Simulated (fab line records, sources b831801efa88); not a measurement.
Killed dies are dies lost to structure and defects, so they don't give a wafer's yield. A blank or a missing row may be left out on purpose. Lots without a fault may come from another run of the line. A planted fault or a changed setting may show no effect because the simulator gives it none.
Problem report in the 8D (eight disciplines) form, filled by code | flow sky130 | the parts of the form that need people (team, actions taken, sign-off) are left out

1. THE PROBLEM
SPACER_CVD_00_THK at SKY_SPACER_THK_MEAS_01 reads a mean of 40.0 nm on 6 wafers of 2 lots; wafers without a fault read 43.1 nm with a standard deviation of 0.35. That is -9.0 standard deviations from the usual mean.
First seen on wafer L364.1, day 26 23:41, on film_metro-03. The record holds 33 wafers of 11 lots with a number at this step. Rule for "out", or "out of limits": more than 4 standard deviations from the usual mean. The other wafers with a number count as sound.

2. WHAT IT IS AND WHAT IT IS NOT
question                    | is                           | is not
which readings at this step | SPACER_CVD_00_THK            | -
which lots                  | L364, L365                   | L353, L354, L355, L358, L361, L363, L374, L375, L376
which wafers of those lots  | all that have a number       | -
read on which gauges        | film_metro-01, film_metro-03 | film_metro-04
when                        | from day 26 23:41            | up to then (18 sound wafers); but 9 sound wafers of L374, L375, L376 came after

3. SUSPECTS, AND WHAT RULES EACH OUT
Counting: a tool at a process step up to the reading stays a suspect if it ran every lot that is out and no sound lot after the first of them.
- the gauge at SKY_SPACER_THK_MEAS_01: ruled out. The wafers that are out were read on 2 gauges (film_metro-01, film_metro-03).
- lpcvd-02 at SKY_SPACER_CVD_00 (deposits Si3N4 from DCS/NH3, target thk 43.1 nm, time 740 s): ruled out as a lasting fault. Sound lots L374, L375, L376 ran on it after its first lot that is out, L364 (day 26 22:28).
Left after counting: nothing in the record.

4. THE CAUSE (what the simulator had put in)
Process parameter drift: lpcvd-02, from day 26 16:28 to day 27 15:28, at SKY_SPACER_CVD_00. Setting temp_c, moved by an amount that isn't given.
Counting ruled it out, wrongly: the rule takes a fault to strike every lot that its tool runs from its start on, and this one did not.

5. THE CHAIN OF EFFECTS, in route order
Each row: a reading whose mean over the struck wafers that have a number lies more than 3 standard deviations from the usual. Only readings for which the record gives a usual standard deviation are gone through. hours: the time from each lot's start at the first step in this table that gives one to its start at this step, as a median over the lots. sigmas: the change in usual standard deviations.
hours | step                   | reading           | usual      | on struck wafers | change | sigmas
0     | SKY_SPACER_CVD_00      | spike_tc_centre_C | 770.9 C    | 766.2            | -4.7   | -4.7
0     | SKY_SPACER_CVD_00      | spike_tc_lower_C  | 770.4 C    | 765.9            | -4.5   | -4.1
0     | SKY_SPACER_CVD_00      | spike_tc_upper_C  | 770.7 C    | 766.4            | -4.4   | -4.0
0     | SKY_SPACER_CVD_00      | susceptor_temp_C  | 770.1 C    | 766.1            | -4.0   | -13
1     | SKY_SPACER_THK_MEAS_01 | SPACER_CVD_00_THK | 43.1 nm    | 40.0             | -3.1   | -9.0
1     | SKY_SPACER_ETCHBACK_02 | oes_product_au    | 0.855 a.u. | 0.818            | -0.037 | -5.8
The process steps in it:
- SKY_SPACER_CVD_00: deposits Si3N4 from DCS/NH3, target thk 43.1 nm, time 740 s.
- SKY_SPACER_ETCHBACK_02: etches Si3N4 in CH3F/O2, stops on SiO2, time 46.7 s, target depth 45 nm.
Later measuring or inspecting steps at which every struck wafer that the step has a row for has a number for every such reading, and none has moved that far: SKY_METAL1_CD_MEAS_15.

6. WHAT WOULD HAVE CAUGHT IT SOONER
In this record the first reading out of limits at a measuring or inspecting step was taken at day 26 23:41, 7 hours after the fault began at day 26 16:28.
The tool's own readings at SKY_SPACER_CVD_00 were out on every struck wafer that the step has a row for (susceptor_temp_C): an alarm limit on them would have fired on the first of those.
